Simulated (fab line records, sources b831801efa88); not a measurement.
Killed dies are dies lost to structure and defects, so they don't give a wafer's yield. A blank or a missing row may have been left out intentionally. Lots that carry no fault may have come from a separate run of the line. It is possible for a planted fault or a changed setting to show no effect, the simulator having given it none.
fab line records + flow sky130
record
- lots=14
- wafers=41
- last_day=50
route steps=708 shown LDD_LDN@296 CONTACT@410 METAL1@449 VIA1@459
lots that met no fault: from a run of the same line without faults
start_h: hours from the record's first day to the start of the lot's first wafer shown + wait_h: hours from the lot's prior step to this one + " identical to the entry in the row above + L1.1+2: a row that stands for several wafers + - no value present, or no start provided + * or withheld: withheld + < > ~ a bound
route shown NAME@n: NAME is a module with steps in the file, n the number in the route of the first one + usual: mean/standard deviation taken from wafers without a fault + same: alike in all rows + chamber/n: place in a boat + sites: the reading at each site + _std_site: standard deviation across them + _edge_site: inner sites' mean taken away from outer sites' mean + radius_mm: how far each site lies from the wafer's centre + mask NAME#n: copy n + behind: the most recent tool/chamber to have shaped the wafer + hold: reason for holding the lot/hours on hold/outcome of the hold + device: the n, p or np transistor that did not switch + end of line: tests run on the same wafers once the route is complete + a step without rows: its recipe alone + killed: dies that structure and defects cost at the first sort, which is not the same as the wafer's yield + map: the dies of a wafer, with x for killed, . for not killed, _ for no die there
set.NAME: setting as actually run; set.NAME@STEP: the setting as run at that earlier step + model.NAME: the simulator's own value behind a step, which no gauge read
the route's steps for a sample of lots (tables are steps, rows are wafers)
services: from which hour (start_h, from the record's first day; less than 0 if before it) a tool's chamber was out of use, for how many hours, and why
## steps
# step SKY_LDD_LDN_OVL_MEAS_07
# usual
- LDD_LDN_OVL=-1.0/1.3
| lot.wafer | tool       | chamber | start_h | wait_h | LDD_LDN_OVL[nm] |
|-----------|------------|---------|---------|--------|-----------------|
| L661.4    | overlay-01 | -       | 547.26  | 0.1    | -1.0            |
| L661.5    | "          | -       | "       | "      | 0.7             |
| L661.6    | "          | -       | "       | "      | -0.2            |
| L663.1    | overlay-02 | -       | 562.96  | 0.1    | 0.2             |
| L663.2    | "          | -       | "       | "      | -0.5            |
| L663.3    | "          | -       | "       | "      | 1.7             |
| L664.1    | overlay-02 | -       | 572.56  | 0.1    | -0.2            |
| L664.3    | "          | -       | "       | "      | -0.8            |
| L664.6    | "          | -       | "       | "      | -0.8            |
| L666.1    | overlay-02 | -       | 589.60  | 0.1    | -2.1            |
| L666.3    | "          | -       | "       | "      | -0.8            |
| L666.6    | "          | -       | "       | "      | -1.8            |
| L667.1    | overlay-02 | -       | 602.41  | 0.1    | -0.5            |
| L667.4    | "          | -       | "       | "      | -0.9            |
| L667.5    | "          | -       | "       | "      | -1.6            |
| L669.3    | overlay-02 | -       | 618.16  | 0.1    | -0.8            |
| L669.4    | "          | -       | "       | "      | -1.2            |
| L669.5    | "          | -       | "       | "      | -1.2            |
| L670.2    | overlay-02 | -       | 618.88  | 0.1    | -3.8            |
| L670.4    | "          | -       | "       | "      | -3.1            |
| L670.6    | "          | -       | "       | "      | -3.1            |
| L671.2    | overlay-02 | -       | 631.87  | 0.1    | -0.7            |
| L671.3    | "          | -       | "       | "      | -2.1            |
| L671.6    | "          | -       | "       | "      | -1.7            |
| L678.1    | overlay-01 | -       | 707.85  | 0.1    | -2.1            |
| L678.3    | "          | -       | "       | "      | -2.4            |
| L678.5    | "          | -       | "       | "      | -1.2            |
| L676.1    | overlay-01 | -       | 709.40  | 0.1    | 0.3             |
| L676.2    | "          | -       | "       | "      | -0.2            |
| L676.3    | "          | -       | "       | "      | -1.9            |
| L680.2    | overlay-02 | -       | 709.70  | 0.1    | -3.6            |
| L680.4    | "          | -       | "       | "      | -1.5            |
| L680.6    | "          | -       | "       | "      | -2.8            |
| L677.2    | overlay-02 | -       | 710.68  | 0.1    | -3.8            |
| L677.5    | "          | -       | "       | "      | -0.9            |
| L681.1    | overlay-02 | -       | 710.95  | 0.1    | -1.1            |
| L681.4    | "          | -       | "       | "      | -2.5            |
| L681.5    | "          | -       | "       | "      | -1.8            |
| L682.1    | overlay-01 | -       | 721.57  | 0.1    | -0.2            |
| L682.2    | "          | -       | "       | "      | 1.1             |
| L682.4    | "          | -       | "       | "      | 0.5             |
# step SKY_CONTACT_CMP_04
# recipe
- material=SiO2
- down_force_psi=4
- platen_rpm=60
- pad_velocity_m_s=0.94248
# usual
- head_pressure_psi=4.002/0.0089
- motor_current_A=12.3/1.1
- slurry_filter_dp_kPa=13.50/0.15
- slurry_flow_ml_min=150.0/0.45
- time_to_endpoint_s=84/4.3
| lot.wafer | tool   | chamber | start_h | wait_h | head_pressure_psi | motor_current_A | slurry_filter_dp_kPa | slurry_flow_ml_min | time_to_endpoint_s |
|-----------|--------|---------|---------|--------|-------------------|-----------------|----------------------|--------------------|--------------------|
| L661.4    | cmp-01 | 2       | 730.15  | 0.1    | 4.010             | 11.5            | 13.51                | 149.4              | 78                 |
| L661.6    | "      | 0       | "       | "      | 4.006             | 14.0            | 13.62                | 149.5              | 86                 |
| L661.5    | "      | 1       | "       | "      | 4.005             | 13.0            | 13.37                | 149.8              | 84                 |
| L663.1    | cmp-02 | 0       | 739.44  | 0.1    | 4.014             | 12.6            | 13.54                | 150.1              | 92                 |
| L663.3    | "      | 1       | "       | "      | 3.989             | 12.3            | 13.14                | 149.9              | 83                 |
| L663.2    | "      | 3       | "       | "      | 4.002             | 12.1            | 13.35                | 149.5              | 87                 |
| L664.3    | cmp-02 | 0       | 750.40  | 0.0    | 3.999             | 12.8            | 13.62                | 150.2              | 86                 |
| L664.1    | "      | 1       | "       | "      | 3.998             | 12.6            | 13.71                | 150.2              | 80                 |
| L664.6    | "      | 0       | "       | "      | 3.986             | 12.9            | 13.47                | 150.0              | 86                 |
| L666.3    | cmp-02 | 1       | 766.59  | 0.0    | 3.994             | 12.4            | 13.55                | 150.3              | 86                 |
| L666.1    | "      | 2       | "       | "      | 4.002             | 11.3            | 13.79                | 150.1              | 85                 |
| L666.6    | "      | 2       | "       | "      | 4.007             | 11.1            | 13.35                | 150.5              | 88                 |
| L667.4    | cmp-01 | 0       | 777.87  | 0.0    | 3.991             | 14.6            | 13.54                | 150.6              | 90                 |
| L667.1    | "      | 3       | "       | "      | 4.014             | 11.9            | 13.54                | 149.7              | 91                 |
| L667.5    | "      | 0       | "       | "      | 4.011             | 14.5            | 13.29                | 150.0              | 86                 |
| L669.3    | cmp-02 | 3       | 791.58  | 0.1    | 4.003             | 12.5            | 13.32                | 149.1              | 81                 |
| L669.4    | "      | 0       | "       | "      | 3.235             | 11.0            | 13.61                | 150.9              | 102                |
| L669.5    | "      | 2       | "       | "      | 4.007             | 11.2            | 13.38                | 149.8              | 87                 |
| L670.4    | cmp-02 | 2       | 793.04  | 0.1    | 4.004             | 11.3            | 13.38                | 150.5              | 84                 |
| L670.2    | "      | 0       | "       | "      | 3.231             | 11.2            | 13.57                | 149.8              | 102                |
| L670.6    | "      | 1       | "       | "      | 4.010             | 12.1            | 13.54                | 150.0              | 81                 |
| L671.2    | cmp-02 | 1       | 805.92  | 0.1    | 3.989             | 11.3            | 13.20                | 150.2              | 82                 |
| L671.3    | "      | 2       | "       | "      | 4.016             | 11.5            | 13.50                | 150.6              | 83                 |
| L671.6    | "      | 0       | "       | "      | 3.255             | 11.0            | 13.74                | 150.2              | 104                |
| L678.3    | cmp-01 | 3       | 872.72  | 0.0    | 4.004             | 11.9            | 13.43                | 149.7              | 84                 |
| L678.1    | "      | 1       | "       | "      | 4.001             | 13.8            | 13.23                | 149.8              | 81                 |
| L678.5    | "      | 0       | "       | "      | 4.008             | 14.8            | 13.46                | 149.6              | 86                 |
| L676.3    | cmp-02 | 2       | 875.13  | 0.0    | 4.012             | 11.6            | 13.59                | 150.8              | 82                 |
| L676.2    | "      | 0       | "       | "      | 4.007             | 12.7            | 13.39                | 150.1              | 78                 |
| L676.1    | "      | 1       | "       | "      | 3.996             | 12.4            | 13.52                | 148.8              | 81                 |
| L680.2    | cmp-01 | 2       | 876.78  | 0.0    | 4.006             | 11.3            | 13.47                | 149.9              | 84                 |
| L680.4    | "      | 1       | "       | "      | 3.990             | 13.1            | 13.58                | 149.9              | 81                 |
| L680.6    | "      | 3       | "       | "      | 3.991             | 12.1            | 13.15                | 150.3              | 83                 |
| L677.2    | cmp-02 | 2       | 877.51  | 0.0    | 3.996             | 11.3            | 13.44                | 150.3              | 87                 |
| L677.5    | "      | 2       | "       | "      | 3.993             | 11.6            | 13.49                | 149.8              | 89                 |
| L681.4    | cmp-02 | 1       | 878.21  | 0.0    | 3.998             | 12.5            | 13.64                | 149.1              | 78                 |
| L681.1    | "      | 3       | "       | "      | 3.994             | 11.3            | 13.48                | 149.3              | 81                 |
| L681.5    | "      | 2       | "       | "      | 4.013             | 11.1            | 13.26                | 149.9              | 88                 |
| L682.4    | cmp-02 | 3       | 884.26  | 0.0    | 4.011             | 11.6            | 13.47                | 150.3              | 81                 |
| L682.2    | "      | 1       | "       | "      | 4.001             | 12.1            | 13.66                | 150.6              | 82                 |
| L682.1    | "      | 2       | "       | "      | 4.007             | 11.3            | 13.50                | 150.4              | 81                 |
# step SKY_METAL1_CD_MEAS_15
# recipe
- target_cd_nm=140
# usual
- cd_nm=139.2/1.5
| lot.wafer | tool      | chamber | start_h | wait_h | cd_nm |
|-----------|-----------|---------|---------|--------|-------|
| L661.4    | cd_sem-02 | -       | 785.08  | -      | 140.1 |
| L661.5    | "         | -       | "       | "      | 137.3 |
| L661.6    | "         | -       | "       | "      | 138.0 |
| L663.1    | cd_sem-02 | -       | 795.81  | -      | 139.2 |
| L663.2    | "         | -       | "       | "      | 137.5 |
| L663.3    | "         | -       | "       | "      | 140.4 |
| L664.1    | cd_sem-01 | -       | 805.62  | -      | 139.0 |
| L664.3    | "         | -       | "       | "      | 140.2 |
| L664.6    | "         | -       | "       | "      | 139.6 |
| L666.1    | cd_sem-01 | -       | 821.52  | -      | 136.5 |
| L666.3    | "         | -       | "       | "      | 137.0 |
| L666.6    | "         | -       | "       | "      | 137.7 |
| L667.1    | cd_sem-01 | -       | 832.41  | -      | 139.1 |
| L667.4    | "         | -       | "       | "      | 141.3 |
| L667.5    | "         | -       | "       | "      | 139.5 |
| L669.3    | cd_sem-02 | -       | 845.65  | -      | 139.5 |
| L669.4    | "         | -       | "       | "      | 139.3 |
| L669.5    | "         | -       | "       | "      | 141.1 |
| L670.2    | cd_sem-02 | -       | 847.17  | -      | 136.1 |
| L670.4    | "         | -       | "       | "      | 136.5 |
| L670.6    | "         | -       | "       | "      | 136.1 |
| L671.2    | cd_sem-01 | -       | 858.49  | -      | 139.7 |
| L671.3    | "         | -       | "       | "      | 139.7 |
| L671.6    | "         | -       | "       | "      | 137.5 |
| L678.1    | cd_sem-02 | -       | 923.96  | -      | 140.9 |
| L678.3    | "         | -       | "       | "      | 140.8 |
| L678.5    | "         | -       | "       | "      | 141.5 |
| L676.1    | cd_sem-02 | -       | 927.85  | -      | 140.3 |
| L676.2    | "         | -       | "       | "      | 140.1 |
| L676.3    | "         | -       | "       | "      | 139.3 |
| L680.2    | cd_sem-01 | -       | 929.18  | -      | 140.2 |
| L680.4    | "         | -       | "       | "      | 140.4 |
| L680.6    | "         | -       | "       | "      | 140.1 |
| L677.2    | cd_sem-02 | -       | 930.07  | -      | 139.0 |
| L677.5    | "         | -       | "       | "      | 137.7 |
| L681.1    | cd_sem-01 | -       | 930.77  | -      | 139.5 |
| L681.4    | "         | -       | "       | "      | 139.2 |
| L681.5    | "         | -       | "       | "      | 139.4 |
| L682.1    | cd_sem-01 | -       | 937.05  | -      | 135.8 |
| L682.2    | "         | -       | "       | "      | 136.6 |
| L682.4    | "         | -       | "       | "      | 136.1 |
# step SKY_VIA1_THK_MEAS_01
# recipe
- reads=SiO2_of_VIA1_HDPCVD_00
# usual
- VIA1_HDPCVD_THK=1031/16
| lot.wafer | tool          | chamber | start_h | wait_h | VIA1_HDPCVD_THK[nm] |
|-----------|---------------|---------|---------|--------|---------------------|
| L661.4    | film_metro-02 | -       | 786.18  | 0.0    | 1012                |
| L661.5    | "             | -       | "       | "      | 1020                |
| L661.6    | "             | -       | "       | "      | 1035                |
| L663.1    | film_metro-04 | -       | 796.90  | 0.1    | 1044                |
| L663.2    | "             | -       | "       | "      | 1040                |
| L663.3    | "             | -       | "       | "      | 1047                |
| L664.1    | film_metro-04 | -       | 806.72  | 0.1    | 1013                |
| L664.3    | "             | -       | "       | "      | 1058                |
| L664.6    | "             | -       | "       | "      | 1045                |
| L666.1    | film_metro-02 | -       | 822.76  | 0.1    | 1048                |
| L666.3    | "             | -       | "       | "      | 1035                |
| L666.6    | "             | -       | "       | "      | 1023                |
| L667.1    | film_metro-02 | -       | 833.46  | 0.1    | 1029                |
| L667.4    | "             | -       | "       | "      | 1018                |
| L667.5    | "             | -       | "       | "      | 1031                |
| L669.3    | film_metro-04 | -       | 846.68  | 0.1    | 1040                |
| L669.4    | "             | -       | "       | "      | 1045                |
| L669.5    | "             | -       | "       | "      | 1019                |
| L670.2    | film_metro-03 | -       | 848.23  | 0.1    | 1040                |
| L670.4    | "             | -       | "       | "      | 1017                |
| L670.6    | "             | -       | "       | "      | 1016                |
| L671.2    | film_metro-03 | -       | 859.54  | 0.1    | 1034                |
| L671.3    | "             | -       | "       | "      | 1036                |
| L671.6    | "             | -       | "       | "      | 1032                |
| L678.1    | film_metro-04 | -       | 925.01  | 0.1    | 1002                |
| L678.3    | "             | -       | "       | "      | 1014                |
| L678.5    | "             | -       | "       | "      | 1008                |
| L676.1    | film_metro-04 | -       | 928.90  | 0.1    | 1063                |
| L676.2    | "             | -       | "       | "      | 1055                |
| L676.3    | "             | -       | "       | "      | 1026                |
| L680.2    | film_metro-02 | -       | 930.25  | 0.1    | 1005                |
| L680.4    | "             | -       | "       | "      | 1001                |
| L680.6    | "             | -       | "       | "      | 1001                |
| L677.2    | film_metro-03 | -       | 931.13  | 0.1    | 1061                |
| L677.5    | "             | -       | "       | "      | 1045                |
| L681.1    | film_metro-04 | -       | 931.86  | 0.1    | 1042                |
| L681.4    | "             | -       | "       | "      | 1041                |
| L681.5    | "             | -       | "       | "      | 1036                |
| L682.1    | film_metro-03 | -       | 938.09  | 0.1    | 1045                |
| L682.2    | "             | -       | "       | "      | 1057                |
| L682.4    | "             | -       | "       | "      | 1039                |
## services
| tool   | chamber | start_h | hours | kind                           |
|--------|---------|---------|-------|--------------------------------|
| cmp-01 | -       | 736.68  | 12.4  | pm                             |
| cmp-02 | -       | 744.03  | 4.0   | pm                             |
| cmp-02 | -       | 748.03  | -     | consumable_replace:conditioner |
| cmp-02 | -       | 748.03  | -     | consumable_replace:pad         |
| cmp-01 | -       | 799.63  | 12.3  | pm                             |
| cmp-02 | -       | 802.99  | 1.9   | repair                         |
| cmp-01 | -       | 821.26  | 1.0   | repair                         |
| cmp-01 | -       | 854.62  | 0.6   | repair                         |
| cmp-01 | -       | 880.50  | 3.3   | pm                             |
## key
first_sign
- step=SKY_CONTACT_CMP_04
- reading=head_pressure_psi
- direction=down
- sigmas=85
- usual=4.002
- struck=3.240
effect
- step=SKY_CONTACT_CMP_04
- reading=time_to_endpoint_s
- direction=up
- sigmas=4.4
- usual=*
- struck=*
met_at SKY_CONTACT_CMP_04
struck_lots L669,L670,L671
struck_wafers L669.4,L670.2,L671.6
tester_left_out L669,L670,L671
not_acting_at SKY_LDD_LDN_OVL_MEAS_07,SKY_METAL1_CD_MEAS_15,SKY_VIA1_THK_MEAS_01
onset_between 750.40 791.58
fault
- kind=process_parameter_drift
- tool=cmp-02
- chamber=0
- onset_h=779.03
- steps=SKY_CONTACT_CMP_04
- channel=down_force_psi
- offset=-0.7632
- shape=step
- end_h=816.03
- acts_in=these_recipes_only
- stated=4
# tester_left_out: of these lots the tester's yield and bins aren't shown, on N5 and GAA mostly nor the transistor test; their killed dies are dies lost to structure and defects alone, not to doping, threshold or leakage, so they don't give the yield
